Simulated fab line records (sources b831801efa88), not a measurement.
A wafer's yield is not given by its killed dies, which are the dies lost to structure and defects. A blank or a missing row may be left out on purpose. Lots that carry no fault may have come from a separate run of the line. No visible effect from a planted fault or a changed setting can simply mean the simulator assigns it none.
Which tool did it? | flow gf180mcu | 33 wafers from 12 lots sampled at 4 of the route's 602 steps

== WHAT EACH GAUGE READ, for each wafer ==
GF_POLY_GATE_CD_MEAS_10: target cd 280 nm. Usual: cd-nm reads 280.3 nm (standard deviation 1.6).
lot  | measured     | on        | cd-nm (nm)        | flag
L609 | day 10 07:09 | cd-sem-01 | 280.8 280.1 280.2 |
L608 | day 10 10:25 | cd-sem-02 | 284.2 282.6 282.0 |
L611 | day 11 00:10 | cd-sem-01 | 263.1 277.4       | OFF
L612 | day 11 14:19 | cd-sem-02 | 265.1 279.5       | OFF
L614 | day 12 05:17 | cd-sem-01 | 268.2 268.2       | OFF
L623 | day 14 14:43 | cd-sem-01 | 280.5 280.1 281.4 |
L622 | day 14 16:19 | cd-sem-01 | 281.1 280.1 281.4 |
L624 | day 14 20:11 | cd-sem-02 | 278.3 278.6 277.7 |
L625 | day 15 02:52 | cd-sem-01 | 280.0 281.0 279.8 |
L626 | day 15 12:41 | cd-sem-02 | 279.4 279.8 279.2 |
L627 | day 15 17:20 | cd-sem-01 | 282.3 282.3 282.5 |
L628 | day 15 19:29 | cd-sem-01 | 282.1 281.9 281.6 |

== WHICH TOOL RAN EACH LOT (tool, then ch and the chambers of the sampled wafers, then the start) ==
lot  | GF_MVPSD_STRIP_10                    | GF_VT_IMPLANT_STRIP_42               | GF_POLY_GATE_EXPOSE_07
L609 | plasma-asher-01 ch 0,1, day 6 01:59  | plasma-asher-02 ch 0,1, day 8 15:02  | krf-scanner-01 ch 0, day 9 22:04
L608 | plasma-asher-04 ch 0,1, day 6 02:14  | plasma-asher-04 ch 0,1, day 8 16:15  | krf-scanner-02 ch 0, day 10 01:45
L611 | plasma-asher-01 ch 0,1, day 6 15:54  | plasma-asher-02 ch 1, day 9 06:42    | krf-scanner-01 ch 0, day 10 15:14
L612 | plasma-asher-03 ch 0, day 7 04:28    | plasma-asher-04 ch 0, day 9 20:56    | krf-scanner-01 ch 0, day 11 05:08
L614 | plasma-asher-01 ch 0, day 7 16:02    | plasma-asher-03 ch 0, day 10 09:37   | krf-scanner-01 ch 0, day 11 20:22
L623 | plasma-asher-04 ch 0,1, day 9 14:28  | plasma-asher-03 ch 0,1, day 12 16:49 | krf-scanner-02 ch 0, day 14 04:20
L622 | plasma-asher-03 ch 0,1, day 9 14:49  | plasma-asher-04 ch 0,1, day 12 17:06 | krf-scanner-02 ch 0, day 14 05:55
L624 | plasma-asher-04 ch 0,1, day 9 19:16  | plasma-asher-04 ch 0,1, day 12 21:27 | krf-scanner-02 ch 0, day 14 09:43
L625 | plasma-asher-01 ch 0,1, day 9 22:31  | plasma-asher-03 ch 0,1, day 13 01:54 | krf-scanner-01 ch 0, day 14 16:16
L626 | plasma-asher-03 ch 0,1, day 10 08:47 | plasma-asher-02 ch 0,1, day 13 13:15 | krf-scanner-02 ch 0, day 15 01:32
L627 | plasma-asher-04 ch 0,1, day 10 11:02 | plasma-asher-03 ch 0,1, day 13 16:55 | krf-scanner-01 ch 0, day 15 06:58
L628 | plasma-asher-04 ch 0,1, day 10 15:01 | plasma-asher-02 ch 0,1, day 13 19:08 | krf-scanner-01 ch 0, day 15 08:44
- GF_MVPSD_STRIP_10: strips in O2/N2.
- GF_VT_IMPLANT_STRIP_42: strips in O2/N2.
- GF_POLY_GATE_EXPOSE_07: exposes mask Poly2, target cd 280 nm.

== AS READ BY THE TOOLS THEMSELVES (means over the sampled wafers that have a number; for cases with no such wafer, the mark the record gives instead) ==
GF_MVPSD_STRIP_10. Usual: drypump-motor-current-A 5.8 A, standard deviation 0.36; heater-power-w 346 W, standard deviation 25; o2-flow-sccm 3001 sccm, standard deviation 9.7; oes-product-au 0.722 a.u., standard deviation 0.0042; strip-time-to-endpoint-s 36.98 s, standard deviation 0.09.
lot  | tool            | drypump-motor-current-A (A) | heater-power-w (W) | o2-flow-sccm (sccm) | oes-product-au (a.u.) | strip-time-to-endpoint-s (s) | flag
L609 | plasma-asher-01 | 5.6                         | 339                | 2993                | 0.720                 | 36.96                        |
L608 | plasma-asher-04 | 5.9                         | 336                | 3005                | 0.721                 | 36.99                        |
L611 | plasma-asher-01 | 5.7                         | 352                | 3014                | 0.725                 | 36.95                        |
L612 | plasma-asher-03 | 6.4                         | 360                | 2996                | 0.722                 | 36.99                        |
L614 | plasma-asher-01 | 5.7                         | 388                | 3004                | 0.723                 | 36.88                        |
L623 | plasma-asher-04 | 5.9                         | 329                | 3006                | 0.721                 | 37.09                        |
L622 | plasma-asher-03 | 6.0                         | 357                | 3002                | 0.723                 | 37.08                        |
L624 | plasma-asher-04 | 5.9                         | 337                | 2992                | 0.728                 | 37.08                        |
L625 | plasma-asher-01 | 5.7                         | 360                | 3005                | 0.720                 | 36.98                        |
L626 | plasma-asher-03 | 6.0                         | 350                | 3019                | 0.724                 | 37.07                        |
L627 | plasma-asher-04 | 5.6                         | 343                | 2999                | 0.717                 | 37.00                        |
L628 | plasma-asher-04 | 5.9                         | 330                | 3003                | 0.725                 | 36.99                        |

GF_VT_IMPLANT_STRIP_42. Usual: drypump-motor-current-A 5.8 A, standard deviation 0.52; heater-power-w 352 W, standard deviation 17; o2-flow-sccm 3000 sccm, standard deviation 8; oes-product-au 0.716 a.u., standard deviation 0.0044; strip-time-to-endpoint-s 12.634 s, standard deviation 0.029.
lot  | tool            | drypump-motor-current-A (A) | heater-power-w (W) | o2-flow-sccm (sccm) | oes-product-au (a.u.) | strip-time-to-endpoint-s (s) | flag
L609 | plasma-asher-02 | 5.6                         | 361                | 3002                | 0.712                 | 12.645                       |
L608 | plasma-asher-04 | 5.7                         | 345                | 3005                | 0.717                 | 12.602                       |
L611 | plasma-asher-02 | 4.9                         | 372                | 3000                | 0.714                 | 12.626                       |
L612 | plasma-asher-04 | 5.3                         | 360                | 2998                | 0.714                 | 12.652                       |
L614 | plasma-asher-03 | 6.4                         | 366                | 3001                | 0.718                 | 12.630                       |
L623 | plasma-asher-03 | 6.0                         | 356                | 3005                | 0.716                 | 12.652                       |
L622 | plasma-asher-04 | 5.7                         | 345                | 3000                | 0.714                 | 12.632                       |
L624 | plasma-asher-04 | 5.9                         | 334                | 2998                | 0.720                 | 12.631                       |
L625 | plasma-asher-03 | 6.2                         | 358                | 3000                | 0.718                 | 12.623                       |
L626 | plasma-asher-02 | 5.3                         | 368                | 3004                | 0.718                 | 12.660                       |
L627 | plasma-asher-03 | 6.0                         | 354                | 2999                | 0.716                 | 12.635                       |
L628 | plasma-asher-02 | 5.6                         | 362                | 2993                | 0.718                 | 12.611                       |

GF_POLY_GATE_EXPOSE_07. Usual: focus-offset-nm reads 0.0 nm (standard deviation 0.54).
lot  | tool           | focus-offset-nm (nm) | flag
L609 | krf-scanner-01 | 0.4                  |
L608 | krf-scanner-02 | -0.1                 |
L611 | krf-scanner-01 | 0.2                  |
L612 | krf-scanner-01 | -0.2                 |
L614 | krf-scanner-01 | 0.0                  |
L623 | krf-scanner-02 | -0.2                 |
L622 | krf-scanner-02 | 0.3                  |
L624 | krf-scanner-02 | 0.7                  |
L625 | krf-scanner-01 | 0.5                  |
L626 | krf-scanner-02 | 0.0                  |
L627 | krf-scanner-01 | -0.2                 |
L628 | krf-scanner-01 | 0.4                  |

== THE ANSWER, worked out from the rows above alone ==
Rule: lot off if the mean of its wafers having a number is beyond 3 standard deviations from the usual mean. Also off: a lot with no number at a reading for which 4 or more lots have one. Any other lot the step has rows for is counted as sound. First the gauges in route order, then the tools' own readings, where a lot's mean is used as printed above. The first step at which some lot is off is used, and at that step the reading that is off furthest; a lot without a number counts as furthest.
Off at GF_POLY_GATE_CD_MEAS_10 (cd-nm): L611, L612, L614.
If a tool, at a process step before that reading, ran all the lots that are off and no sound lot after the first of them, it fits. Those tools and the gauges at GF_POLY_GATE_CD_MEAS_10 are tried in the same way. No candidate that was tried fits.

== WHAT WAS PUT IN BY THE SIMULATOR ==
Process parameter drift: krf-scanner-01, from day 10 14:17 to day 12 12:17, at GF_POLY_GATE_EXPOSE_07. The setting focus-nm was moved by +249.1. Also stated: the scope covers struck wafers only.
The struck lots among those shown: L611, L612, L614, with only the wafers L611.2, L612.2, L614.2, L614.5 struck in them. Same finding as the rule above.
